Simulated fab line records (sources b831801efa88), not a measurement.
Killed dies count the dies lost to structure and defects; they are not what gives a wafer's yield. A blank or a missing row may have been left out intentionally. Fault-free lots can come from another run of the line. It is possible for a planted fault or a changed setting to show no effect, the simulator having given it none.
A lot that was struck, set against a sound lot	flow sky130	14 steps out of a route of 708
Sound: these wafers, L537.1, L537.4, L537.6. Wafers L532.1, L532.3, L532.4 were the ones struck. Last of all comes the cause.
For every step that has rows: the tool of each side, followed by ch and its chambers, followed by its first start. Under that, the readings that differ: sound wafers	struck wafers	difference of the means	sigmas: that difference in standard deviations of wafers without a fault.
alike: same words and numbers on both sides, and readings whose means sit less than 2 such deviations apart. not compared: any withheld reading, any reading some wafer has no value for, any bound like >300 that may hide the same value, and any number with overlapping values for which the record gives no deviation.
A row with sigmas, a row that says differs or no value, or rows on one side alone: a step with any of these is where the two part. When numbers do not overlap yet have no deviation, they are printed without sigmas and do not part them. Lack of a reading on every wafer of one side parts them only where that side has two or more wafers.

SKY_METAL4_SPUTTER_02: material AlCu, target thk 735 nm, time 39.1 s.
  sound on pvd-sputter-01 at day 44 08:01; struck on pvd-sputter-03 at day 42 23:09
  alike: throttle-valve-pct
SKY_METAL4_SPUTTER_03: material Ti, target thk 5 nm, time 3.3 s.
  sound on pvd-sputter-01 at day 44 08:03; struck on pvd-sputter-03 at day 42 23:11
  alike: throttle-valve-pct
SKY_METAL4_SPUTTER_04: material TiN, target thk 70 nm, time 58.3 s.
  sound on pvd-sputter-01 at day 44 08:04; struck on pvd-sputter-03 at day 42 23:13
  alike: throttle-valve-pct
SKY_CAP2M_CVD_00: deposits SiO2, target thk 15.5 nm.
  sound on pecvd-01 ch 1,2, day 44 08:07; struck on pecvd-01 ch 0,1,2, day 42 23:16
  alike: heater-power-w
SKY_CAP2M_THK_MEAS_01:
  sound on film-metro-03 at day 44 08:08; struck on film-metro-04 at day 42 23:17
  alike: CAP2M_CVD_00_THK
SKY_CAP2M_SPUTTER_02: material TiN, target thk 200 nm, time 166.7 s.
  sound on pvd-sputter-04 at day 44 08:12; struck on pvd-sputter-02 at day 42 23:20
  alike: throttle-valve-pct
SKY_CAP2M_RS_MEAS_03: measures by four-point-probe.
  sound on film-metro-01 at day 44 08:19; struck on film-metro-01 at day 42 23:27
  alike: CAP2M_TIN_RS
SKY_CAP2M_THK_MEAS_04: measures by xrf.
  sound on film-metro-01 at day 44 08:26; struck on film-metro-01 at day 42 23:34
  alike: CAP2M_TIN_THK
then, 4 steps without rows for these wafers: SKY_CAP2M_DEHYDRATE_05 (time 60 s); SKY_CAP2M_HMDS_06 (prime time 60 s); SKY_CAP2M_COAT_07 (resist thk 1140 nm); SKY_CAP2M_SOFTBAKE_08 (time 60 s).
SKY_CAP2M_EXPOSE_09: exposes mask CAP2M, target cd 1000 nm.
  sound on iline-stepper-02 ch 0, day 44 19:34; struck on iline-stepper-01, day 43 10:58
  no value came back on the struck wafers for exposure-dose-mJ-cm2, focus-offset-nm (nm), na; on the sound wafers exposure-dose-mJ-cm2 reads 159.04 159.22 159.04
  alike: mask
following that, these wafers have no rows for 1 step: SKY_CAP2M_PEB_10.

WHERE THEY PART
Only at SKY_CAP2M_EXPOSE_09, as far as this record shows.

WHY: the cause the simulator had injected
Step skipped in full: iline-stepper-01, at SKY_CAP2M_EXPOSE_09, from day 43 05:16 onward. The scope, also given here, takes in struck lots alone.
